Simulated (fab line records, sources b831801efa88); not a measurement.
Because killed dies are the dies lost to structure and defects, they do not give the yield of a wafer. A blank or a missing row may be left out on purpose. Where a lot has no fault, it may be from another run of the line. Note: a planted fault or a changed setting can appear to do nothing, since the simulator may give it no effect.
Comparing a struck lot with a sound one    flow sfqLine    24 steps out of a route of 325
Sound: the wafers L744.1, L744.3, L744.5. The struck wafers were L747.1, L747.3, L747.4. Last of all comes the cause.
Each step with rows lists, per side, the tool, then ch with its chambers, then its first start. Under that, the readings that differ: sound wafers    struck wafers    difference of the means    sigmas: that difference in standard deviations of wafers without a fault.
alike: readings whose means differ by less than 2 such deviations, and words and numbers that are the same on both sides. not compared: withheld readings, readings that some wafer has no value for, bounds like >300 that may hide the same value, and numbers for which the record gives no deviation and whose values overlap.
A row with sigmas, a row that says differs or no value, or rows on one side alone: a step with any of these is where the two part. Non-overlapping numbers with no deviation appear without sigmas and do not part them. A reading that every wafer of one side lacks parts them only if that side has two wafers or more.

first, 6 steps without rows for these wafers: SFQ_TRILAYER_I2_VIA_LITHO_COAT_072 (resist thk 62 nm); SFQ_TRILAYER_I2_VIA_LITHO_COAT_067 (resist thk 650 nm); SFQ_TRILAYER_I2_VIA_LITHO_SOFTBAKE_071; SFQ_TRILAYER_I2_VIA_LITHO_EXPOSE_068 (exposes mask I2, target cd 500 nm); SFQ_TRILAYER_I2_VIA_LITHO_PEB_070 (peb time 60 s); SFQ_TRILAYER_I2_VIA_LITHO_DEVELOP_069 (time 60 s).
SFQ_I2_OVL_MEAS_918:
  sound on overlay-02, day 32 01:08; struck on overlay-02, day 32 18:47
  alike: I2_OVL
SFQ_TRILAYER_I2_VIA_BARC_OPEN_VIA_ETCH_096: etches BARC in O2, target depth 125 nm, time 41.7 s.
  sound on rieDiel-02 ch 0,2,3, day 32 01:10; struck on rieDiel-03 ch 0,2,3, day 32 18:49
  alike: chamberPressureMTorr, drypumpMotorCurrentA, oesProductAu
  not compared: rfHoursCounterH
SFQ_TRILAYER_I2_VIA_ETCH_VIA_ETCH_070: etches SiO2 in CHF3, stops on Nb, target depth 260 nm.
  sound on rieDiel-02 ch 0,2,3, day 32 01:13; struck on rieDiel-03 ch 0,2,3, day 32 18:52
  alike: chamberPressureMTorr, drypumpMotorCurrentA, oesProductAu
SFQ_TRILAYER_I2_VIA_STRIP_STRIP_071: strips in O2.
  sound on rieMetal-04 ch 0,1, day 32 01:20; struck on rieMetal-01 ch 0,1, day 32 18:59
  alike: chamberPressureMTorr, drypumpMotorCurrentA, oesProductAu
  not compared: rfHoursCounterH
then, 2 steps without rows for these wafers: SFQ_TRILAYER_I2_VIA_STRIP_SOLV_CLEAN_072 (cleans in NMP, time 600 s); SFQ_TRILAYER_M3_DEP_PRE_CLEAN_074 (time 22.5 s).
SFQ_TRILAYER_M3_DEP_SPUTTER_073: material Nb, target thk 200 nm, time 133.3 s.
  sound on pvdSputter-03, day 32 02:08; struck on pvdSputter-03, day 32 19:47
  no value came back on the struck wafers for basePressurePa (Pa), cathodeDcPowerW (W), substrateTempC (C), throttleValvePct (%); on the sound wafers basePressurePa (Pa) reads 1.41e-06 1.33e-06 1.33e-06
SFQ_M3_RS_MEAS_919: measurement is done with a four-point probe.
  sound on filmMetro-02, day 32 02:13; struck on filmMetro-02, day 32 19:52
reading            sound              struck  difference                     sigmas
M3_NB_RS (ohm/sq)  0.883 0.874 0.886  - - -   no value on the struck wafers  
then, 6 steps without rows for these wafers: SFQ_TRILAYER_M3_LITHO_COAT_080 (resist thk 62 nm); SFQ_TRILAYER_M3_LITHO_COAT_075 (resist thk 600 nm); SFQ_TRILAYER_M3_LITHO_SOFTBAKE_079; SFQ_TRILAYER_M3_LITHO_EXPOSE_076 (exposes mask M3, target cd 500 nm); SFQ_TRILAYER_M3_LITHO_PEB_078 (peb time 60 s); SFQ_TRILAYER_M3_LITHO_DEVELOP_077 (time 60 s).
-- the record jumps here: 2 days lie between the struck wafers' starts before and after --
SFQ_M3_OVL_MEAS_921:
  sound on overlay-01, day 34 16:14; struck on overlay-01, day 35 04:14
  alike: M3_OVL
SFQ_TRILAYER_M3_BARC_OPEN_METAL_ETCH_100: etches BARC in O2, target depth 125 nm, time 41.7 s.
  sound on rieMetal-04 ch 1, day 34 16:16; struck on rieMetal-03 ch 0,1, day 35 04:16
  alike: chamberPressureMTorr, drypumpMotorCurrentA, oesProductAu
  not compared: rfHoursCounterH
SFQ_TRILAYER_M3_ETCH_METAL_ETCH_078: etches Nb in Cl2/Ar, stops on SiO2, target depth 240 nm, time 120 s.
  sound on rieMetal-04 ch 1, day 34 16:20; struck on rieMetal-03 ch 0,1, day 35 04:20
reading              sound              struck             difference  sigmas
oesProductAu (a.u.)  0.895 0.903 0.885  0.382 0.374 0.377  -0.517      -72
  alike: chamberPressureMTorr, drypumpMotorCurrentA
  not compared: rfHoursCounterH
SFQ_TRILAYER_M3_STRIP_STRIP_079: strips in O2.
  sound on rieMetal-04 ch 1, day 34 16:27; struck on rieMetal-03 ch 0,1, day 35 04:27
  alike: chamberPressureMTorr, drypumpMotorCurrentA, oesProductAu
  not compared: rfHoursCounterH

WHERE THEY PART
Earliest at SFQ_TRILAYER_M3_DEP_SPUTTER_073; latest, in this record, at SFQ_TRILAYER_M3_ETCH_METAL_ETCH_078. Later steps at which nothing parts them and some readings are alike: SFQ_TRILAYER_M3_STRIP_STRIP_079.

WHY: what had been put in by the simulator
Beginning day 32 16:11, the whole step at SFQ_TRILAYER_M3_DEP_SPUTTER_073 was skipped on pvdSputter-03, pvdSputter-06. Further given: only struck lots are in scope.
